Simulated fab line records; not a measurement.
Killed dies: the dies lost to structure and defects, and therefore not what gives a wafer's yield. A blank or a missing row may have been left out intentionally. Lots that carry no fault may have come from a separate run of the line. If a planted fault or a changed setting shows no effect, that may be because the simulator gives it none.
A struck lot beside a sound one | flow sfq_line | 21 steps out of a route of 325
Sound: the wafers L969.2, L969.4, L969.6. Wafers L980.1, L980.4, L980.6 were the ones struck. The cause is named last.
At each step with rows: each side's tool, then ch and its chambers, then its first start. Under that, the readings that differ: sound wafers | struck wafers | difference of the means | sigmas: that difference in standard deviations of wafers without a fault.
alike: readings with means less than 2 such deviations apart, plus words and numbers identical on both sides. not compared: withheld readings, readings lacking a value on some wafer, bounds such as >300 that could conceal the same value, and numbers that have no deviation in the record and whose values overlap.
The two part at a step that has a row with sigmas, a row that says differs or no value, or rows on one side only. When numbers do not overlap yet have no deviation, they are printed without sigmas and do not part them. A reading that every wafer of one side lacks parts them only if that side has two wafers or more.

first, 5 steps without rows for these wafers: SFQ_TRILAYER_R5_LITHO_COAT_136 (resist thk 600 nm); SFQ_TRILAYER_R5_LITHO_SOFTBAKE_140; SFQ_TRILAYER_R5_LITHO_EXPOSE_137 (exposes mask R5, target cd 500 nm); SFQ_TRILAYER_R5_LITHO_PEB_139 (peb time 60 s); SFQ_TRILAYER_R5_LITHO_DEVELOP_138 (time 60 s).
SFQ_R5_OVL_MEAS_935:
  sound: overlay-02 at day 62 07:56; struck: overlay-01 at day 63 19:43
  alike: R5_OVL
SFQ_TRILAYER_R5_BARC_OPEN_METAL_ETCH_177: etches BARC in O2, target depth 125 nm, time 41.7 s.
  sound on rie_metal-04 ch 0,1, day 62 07:58; struck on rie_metal-03 ch 0,1, day 63 19:46
  alike: drypump_motor_current_A, oes_product_au, rf_fwd_power_W
  not compared: rf_hours_counter_h
SFQ_TRILAYER_R5_ETCH_METAL_ETCH_139: etches the open film in Cl2, stops on SiO2, target depth 60 nm, time 40 s.
  sound on rie_metal-04 ch 0,1, day 62 08:01; struck on rie_metal-03 ch 0,1, day 63 19:49
  alike: drypump_motor_current_A, oes_product_au, rf_fwd_power_W
  not compared: rf_hours_counter_h
SFQ_TRILAYER_R5_STRIP_STRIP_140: strips in O2.
  sound on rie_metal-04 ch 0,1, day 62 08:05; struck on rie_metal-03 ch 0,1, day 63 19:53
  alike: drypump_motor_current_A, oes_product_au
  not compared: rf_hours_counter_h
then, 1 step without rows for these wafers: SFQ_TRILAYER_R5_STRIP_SOLV_CLEAN_141 (cleans in NMP, time 600 s).
SFQ_TRILAYER_A5C_DEP_PECVD_142: deposits SiO2 from SiH4/N2O, time 15.556 s, target thk 70 nm.
  sound on pecvd-01 ch 0,1, day 62 08:51; struck on pecvd-02 ch 0,1, day 63 20:39
  alike: heater_power_w, rf_fwd_power_W, showerhead_vpp_V, throttle_valve_pct
then, 1 step without rows for these wafers: SFQ_TRILAYER_I5_LITHO_COAT_149 (resist thk 62 nm).
SFQ_TRILAYER_I5_LITHO_COAT_144: resist thk 650 nm.
  sound on litho_track-01 ch 0, day 62 09:14; struck on litho_track-01 ch 0, day 63 20:59
  reading                                             | sound             | struck          | difference | sigmas
  model.KrF_of_TRILAYER_I5_LITHO_COAT_144.thk_nm (nm) | 650.1 650.7 649.3 | 569 568.2 568.1 | -82        |
then, 4 steps without rows for these wafers: SFQ_TRILAYER_I5_LITHO_SOFTBAKE_148; SFQ_TRILAYER_I5_LITHO_EXPOSE_145 (exposes mask I5, target cd 700 nm); SFQ_TRILAYER_I5_LITHO_PEB_147 (peb time 60 s); SFQ_TRILAYER_I5_LITHO_DEVELOP_146 (time 60 s).
-- the record jumps here: 5 days lie between the struck wafers' starts before and after --
SFQ_I5_OVL_MEAS_936:
  sound: overlay-02 at day 67 11:45; struck: overlay-01 at day 68 21:08
  alike: I5_OVL
SFQ_TRILAYER_I5_BARC_OPEN_VIA_ETCH_200: etches BARC in O2, target depth 125 nm, time 41.7 s.
  sound on rie_diel-01 ch 0,1, day 67 11:47; struck on rie_diel-03 ch 0,2,3, day 68 21:10
  reading                                             | sound             | struck            | difference | sigmas
  model.KrF_of_TRILAYER_I5_LITHO_COAT_144.thk_nm (nm) | 573.4 573.8 572.6 | 490.6 490.5 491.2 | -82.5      |
  alike: drypump_motor_current_A, oes_product_au, rf_fwd_power_W
  not compared: rf_hours_counter_h, model.I5.cd_nm
SFQ_TRILAYER_I5_ETCH_VIA_ETCH_147: etches the open film in CHF3, stops on Nb, target depth 360 nm.
  sound on rie_diel-01 ch 0,1, day 67 11:49; struck on rie_diel-03 ch 0,2,3, day 68 21:13
  alike: drypump_motor_current_A, oes_product_au, rf_fwd_power_W
  not compared: model.I5.cd_nm
SFQ_TRILAYER_I5_STRIP_STRIP_148: strips in O2.
  sound on rie_metal-04 ch 0,1, day 67 11:58; struck on rie_metal-04 ch 0,1, day 68 21:22
  alike: drypump_motor_current_A, oes_product_au
  not compared: rf_hours_counter_h

WHERE THEY PART
Nowhere in this record.

WHY: what had been put in by the simulator
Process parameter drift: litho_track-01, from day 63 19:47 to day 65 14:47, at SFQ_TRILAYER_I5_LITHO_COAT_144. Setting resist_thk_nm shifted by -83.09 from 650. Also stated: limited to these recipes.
